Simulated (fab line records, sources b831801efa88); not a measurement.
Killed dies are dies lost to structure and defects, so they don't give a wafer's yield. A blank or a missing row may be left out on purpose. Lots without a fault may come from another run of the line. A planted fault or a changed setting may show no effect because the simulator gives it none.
fab line records | flow sfq_line
record lots=14 wafers=42 last_day=84
route steps=325 shown M4@161 I4@174 I6@279 M8@315
lots that met no fault: from a run of the same line without faults
start_h: hours from the record's first day to the start of the lot's first wafer shown | wait_h: hours since the lot's step before | " the same as in the row above | L1.1+2: a row that stands for several wafers | - no value, or no start given | * or withheld: withheld | < > ~ a bound
route shown NAME@n: a module of which the file shows steps, and the number in the route of the first | usual: mean/standard deviation of fault-free wafers | same: alike in all rows | chamber/n: place in a boat | sites: the reading at each site | _std_site: their standard deviation | _edge_site: outer sites' mean less inner sites' | radius_mm: how far each site lies from the wafer's centre | mask NAME#n: copy n | behind: the tool/chamber that last shaped the wafer | hold: why the lot was held/for how many hours/how that ended | device: the transistor (n, p or np) that didn't switch | end of line: the same wafers' tests at the end of the route | a step without rows: its recipe alone | killed: dies lost to structure and defects at the first sort, not the wafer's yield | map: a wafer's dies, x killed, . not, _ none there
set.NAME: the setting as run; set.NAME@STEP: as run at that earlier step | model.NAME: the simulator's own value behind a step, which no gauge read
steps of the route over a sample of lots; a table a step, a row a wafer
services: from which hour (start_h, from the record's first day; less than 0 if before it) a tool's chamber was out of use, for how many hours, and why
## steps
# step SFQ_TRILAYER_M4_STRIP_STRIP_097
# recipe gas=O2 power_w=200 platen_temp_c=40 overash_fraction=0.65 chemistry=O2 pressure_mtorr=52.45
# usual drypump_motor_current_A=6.0/0.39 oes_product_au=0.995/0.0075
# columns lot.wafer tool chamber start_h wait_h drypump_motor_current_A oes_product_au rf_hours_counter_h
L833.1 rie_metal-01 0 1031.84 0.1 5.9 0.980 98
L833.2 " 1 " " 6.2 0.987 24
L833.6 " 1 " " 6.2 0.998 -
L834.2 rie_metal-04 0 1037.45 0.1 5.8 0.997 75
L834.3 " 1 " " 5.5 0.983 -
L834.4 " 0 " " 5.8 0.984 -
L835.3 rie_metal-04 1 1055.87 0.2 5.5 0.997 -
L835.5 " 1 " " 5.5 0.995 -
L835.6 " 0 " " 5.8 0.984 -
L836.2 rie_metal-01 1 1062.95 0.1 6.2 0.998 28
L836.3 " 1 " " 6.1 1.001 -
L836.5 " 0 " " 5.9 0.982 -
L837.2 rie_metal-02 1 1226.70 0.1 5.5 1.006 123
L837.4 " 0 " " 6.6 0.996 -
L837.6 " 0 " " 6.7 0.997 -
L838.4 rie_metal-01 0 1231.91 0.2 5.9 0.993 -
L838.5 " 0 " " 5.9 0.989 -
L838.6 " 1 " " 6.2 0.997 -
L839.2 rie_metal-02 1 1232.91 0.1 5.4 1.005 124
L839.3 " 1 " " 5.4 1.002 -
L839.6 " 1 " " 5.4 1.008 -
L840.1 rie_metal-01 0 1234.11 0.1 5.9 0.989 131
L840.2 " 1 " " 6.2 0.991 48
L840.5 " 1 " " 6.2 0.990 -
L841.1 rie_metal-02 1 1236.06 0.1 5.5 0.996 124
L841.3 " 1 " " 5.4 1.007 -
L841.4 " 0 " " 6.7 0.987 -
L848.1 rie_metal-04 1 1279.30 0.1 5.5 0.997 90
L848.4 " 1 " " 5.5 1.001 -
L848.6 " 1 " " 5.5 0.998 -
L849.3 rie_metal-01 0 1281.90 0.2 5.9 0.979 -
L849.4 " 1 " " 6.1 0.984 -
L849.6 " 0 " " 5.9 0.975 -
L852.1 rie_metal-01 0 1297.72 0.1 5.9 1.000 0
L852.2 " 1 " " 6.2 1.003 61
L852.6 " 1 " " 6.2 0.992 -
L853.2 rie_metal-04 0 1300.12 0.1 5.8 0.994 120
L853.3 " 0 " " 5.8 0.985 -
L853.6 " 0 " " 5.8 0.990 -
L854.1 rie_metal-01 0 1301.32 0.1 6.0 0.996 1
L854.2 " 1 " " 6.2 0.996 62
L854.3 " 0 " " 5.9 0.997 -
# step SFQ_TRILAYER_I4_VIA_BARC_OPEN_VIA_ETCH_146
# recipe mask_material=PR chemistry=O2 target_depth_nm=125 target=BARC source_w=500 bias_w=80 pressure_mtorr=30 time_s=41.7
# usual drypump_motor_current_A=5.7/0.42 oes_product_au=0.684/0.0043
# columns lot.wafer tool chamber start_h wait_h drypump_motor_current_A oes_product_au rf_hours_counter_h
L833.1 rie_diel-04 3 1184.58 0.0 6.3 0.684 1
L833.2 " 0 " " 6.1 0.691 14
L833.6 " 2 " " 5.0 0.686 -
L834.2 rie_diel-02 0 1189.38 0.0 6.0 0.693 16
L834.3 " 2 " " 5.6 0.683 7
L834.4 " 1 " " 5.7 0.687 6
L835.3 rie_diel-01 2 1191.65 0.0 5.1 0.691 7
L835.5 " 3 " " 5.1 0.680 -
L835.6 " 2 " " 5.1 0.680 -
L836.2 rie_diel-02 0 1193.85 0.0 6.1 0.683 16
L836.3 " 2 " " 5.6 0.684 7
L836.5 " 1 " " 5.7 0.682 -
L837.2 rie_diel-04 0 1240.68 0.0 6.1 0.687 15
L837.4 " 3 " " 6.3 0.680 2
L837.6 " 2 " " 5.0 0.684 -
L838.4 rie_diel-02 2 1241.88 0.0 5.6 0.679 8
L838.5 " 0 " " 6.0 0.682 -
L838.6 " 1 " " 5.6 0.692 -
L839.2 rie_diel-04 2 1243.08 0.0 5.0 0.686 15
L839.3 " 0 " " 6.0 0.687 15
L839.6 " 1 " " 6.2 0.683 -
L840.1 rie_diel-01 3 1245.48 0.0 5.1 0.691 8
L840.2 " 2 " " 5.1 0.685 8
L840.5 " 0 " " 5.7 0.678 -
L841.1 rie_diel-02 2 1246.68 0.0 5.6 0.682 8
L841.3 " 0 " " 6.1 0.687 18
L841.4 " 3 " " 5.9 0.683 13
L848.1 rie_diel-01 2 1288.41 0.0 5.1 0.685 9
L848.4 " 1 " " 5.0 0.682 12
L848.6 " 0 " " 5.8 0.684 -
L849.3 rie_diel-02 1 1290.81 0.0 5.7 0.683 8
L849.4 " 0 " " 6.1 0.689 -
L849.6 " 3 " " 5.9 0.686 -
L852.1 rie_diel-04 2 1305.94 0.0 5.0 0.685 16
L852.2 " 1 " " 6.2 0.677 16
L852.6 " 2 " " 5.0 0.686 -
L853.2 rie_diel-02 0 1317.13 0.0 6.0 0.690 19
L853.3 " 2 " " 5.6 0.681 10
L853.6 " 0 " " 6.0 0.682 -
L854.1 rie_diel-01 1 1318.33 0.0 5.1 0.685 13
L854.2 " 0 " " 5.8 0.681 11
L854.3 " 3 " " 5.1 0.681 9
# step SFQ_TRILAYER_I6_VIA_STRIP_STRIP_173
# recipe gas=O2 power_w=200 platen_temp_c=40 overash_fraction=0.65 chemistry=O2 pressure_mtorr=50
# usual drypump_motor_current_A=6.0/0.41 oes_product_au=0.996/0.009
# columns lot.wafer tool chamber start_h wait_h drypump_motor_current_A oes_product_au rf_hours_counter_h
L833.1 rie_metal-02 1 1678.71 - 5.5 0.975 46
L833.2 " 0 " " 6.7 0.998 51
L833.6 " 0 " " 6.7 0.997 -
L834.2 rie_metal-02 0 1681.00 - 6.7 1.000 51
L834.3 " 0 " " 6.7 1.001 -
L834.4 " 1 " " 5.4 0.979 -
L835.3 rie_metal-02 0 1686.00 - 6.7 0.989 -
L835.5 " 1 " " 5.4 0.977 -
L835.6 " 0 " " 6.7 0.991 -
L836.2 rie_metal-04 0 1689.40 - 5.8 0.992 39
L836.3 " 1 " " 5.5 0.987 -
L836.5 " 0 " " 5.8 0.990 -
L837.2 rie_metal-01 1 1729.13 - 6.1 0.995 125
L837.4 " 1 " " 6.1 0.988 -
L837.6 " 0 " " 5.9 1.000 -
L838.4 rie_metal-01 0 1732.93 - 5.9 1.005 -
L838.5 " 1 " " 6.2 0.993 -
L838.6 " 0 " " 5.9 1.009 -
L839.2 rie_metal-01 0 1735.13 - 5.9 1.003 65
L839.3 " 1 " " 6.1 1.008 -
L839.6 " 1 " " 6.2 1.008 -
L840.1 rie_metal-01 0 1737.53 - 5.9 1.006 65
L840.2 " 1 " " 6.2 1.007 126
L840.5 " 0 " " 5.9 1.002 -
L841.1 rie_metal-01 1 1747.25 - 6.2 1.001 128
L841.3 " 1 " " 6.2 0.998 -
L841.4 " 0 " " 6.0 1.004 -
L848.1 rie_metal-02 0 1795.63 - 6.7 1.004 65
L848.4 " 1 " " 5.4 0.987 -
L848.6 " 1 " " 5.4 0.998 -
L849.3 rie_metal-02 0 1800.63 - 6.7 1.004 -
L849.4 " 1 " " 5.4 0.994 -
L849.6 " 0 " " 6.7 0.988 -
L852.1 rie_metal-01 0 1817.23 - 5.9 0.997 76
L852.2 " 1 " " 6.2 0.995 0
L852.6 " 0 " " 5.9 0.997 -
L853.2 rie_metal-02 1 1818.43 - 5.4 0.997 62
L853.3 " 0 " " 6.7 1.011 -
L853.6 " 0 " " 6.7 1.010 -
L854.1 rie_metal-01 0 1820.83 - 5.9 0.989 77
L854.2 " 1 " " 6.2 0.981 1
L854.3 " 0 " " 6.0 0.981 -
# step SFQ_TRILAYER_M8_LITHO_EXPOSE_194
# recipe mask_id=M8 na=0.6 source_shape=conventional sigma_outer=0.65 target_cd_nm=2000 dose_mj=14.4
# usual exposure_dose_mJ_cm2=14.399/0.014
# columns lot.wafer tool chamber start_h wait_h mask exposure_dose_mJ_cm2
L833.1 krf_scanner-02 0 1887.53 - M8#0 14.410
L833.2 " 0 " " M8#0 14.411
L833.6 " 0 " " M8#0 14.395
L834.2 krf_scanner-02 0 1890.13 - M8#0 14.393
L834.3 " 0 " " M8#0 14.389
L834.4 " 0 " " M8#0 14.383
L835.3 krf_scanner-02 0 1891.53 - M8#0 14.388
L835.5 " 0 " " M8#0 14.390
L835.6 " 0 " " M8#0 14.411
L836.2 krf_scanner-02 0 1893.73 - M8#0 14.399
L836.3 " 0 " " M8#0 14.401
L836.5 " 0 " " M8#0 14.386
L837.2 krf_scanner-02 0 1931.18 - M8#0 14.405
L837.4 " 0 " " M8#0 14.398
L837.6 " 0 " " M8#0 14.422
L838.4 krf_scanner-02 0 1934.08 - M8#0 14.394
L838.5 " 0 " " M8#0 14.398
L838.6 " 0 " " M8#0 14.365
L839.2 krf_scanner-02 0 1944.90 - M8#0 14.400
L839.3 " 0 " " M8#0 14.395
L839.6 " 0 " " M8#0 14.415
L840.1 krf_scanner-02 0 1951.90 - M8#0 14.416
L840.2 " 0 " " M8#0 14.392
L840.5 " 0 " " M8#0 14.403
L841.1 krf_scanner-02 0 1968.70 - M8#0 14.400
L841.3 " 0 " " M8#0 14.432
L841.4 " 0 " " M8#0 14.401
L848.1 krf_scanner-01 0 2004.82 - M8#0 16.276
L848.4 " 0 " " M8#0 16.269
L848.6 " 0 " " M8#0 16.289
L849.3 krf_scanner-01 0 2008.86 - M8#0 16.264
L849.4 " 0 " " M8#0 16.251
L849.6 " 0 " " M8#0 16.258
L852.1 krf_scanner-02 0 2019.39 - M8#0 14.395
L852.2 " 0 " " M8#0 14.393
L852.6 " 0 " " M8#0 14.404
L853.2 krf_scanner-02 0 2020.79 - M8#0 14.427
L853.3 " 0 " " M8#0 14.380
L853.6 " 0 " " M8#0 14.409
L854.1 krf_scanner-02 0 2023.00 - M8#0 14.403
L854.2 " 0 " " M8#0 14.368
L854.3 " 0 " " M8#0 14.375
## services
# columns tool chamber start_h hours kind
krf_scanner-02 - 1011.82 0.8 pm
rie_metal-01 - 1035.48 2.8 pm
krf_scanner-02 - 1038.28 3.6 pm
krf_scanner-02 - 1052.93 1.3 pm
krf_scanner-02 - 1065.03 0.8 pm
rie_metal-01 1 1110.87 32.2 repair
krf_scanner-02 - 1127.43 6.2 repair
krf_scanner-02 - 1171.24 1.0 pm
krf_scanner-02 - 1204.64 4.0 pm
krf_scanner-02 - 1208.83 1.6 repair
krf_scanner-02 - 1225.26 0.2 repair
krf_scanner-02 - 1228.57 1.3 pm
rie_metal-01 - 1318.85 0.6 repair
krf_scanner-02 - 1341.09 1.0 pm
krf_scanner-02 - 1349.29 4.4 pm
krf_scanner-02 - 1402.87 0.8 pm
krf_scanner-02 - 1403.62 1.3 pm
krf_scanner-02 - 1497.30 6.2 repair
krf_scanner-02 - 1509.13 1.0 pm
krf_scanner-02 - 1571.57 0.8 pm
krf_scanner-02 - 1579.89 1.3 pm
krf_scanner-02 - 1678.21 1.0 pm
krf_scanner-02 - 1682.02 13.8 repair
rie_metal-01 0 1941.27 26.9 repair
## key
first_sign step=SFQ_TRILAYER_M8_LITHO_EXPOSE_194 reading=exposure_dose_mJ_cm2 direction=up sigmas=99+ usual=14.399 struck=16.268
effect none on later readings
met_at SFQ_TRILAYER_M8_LITHO_EXPOSE_194
struck_lots L848,L849
not_acting_at SFQ_TRILAYER_M4_STRIP_STRIP_097,SFQ_TRILAYER_I4_VIA_BARC_OPEN_VIA_ETCH_146,SFQ_TRILAYER_I6_VIA_STRIP_STRIP_173
fault kind=process_parameter_drift tool=krf_scanner-01 chamber=- onset_h=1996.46 steps=SFQ_TRILAYER_M8_LITHO_EXPOSE_194 channel=dose_mj offset=1.8648 shape=step acts_in=these_recipes_only stated=14.4
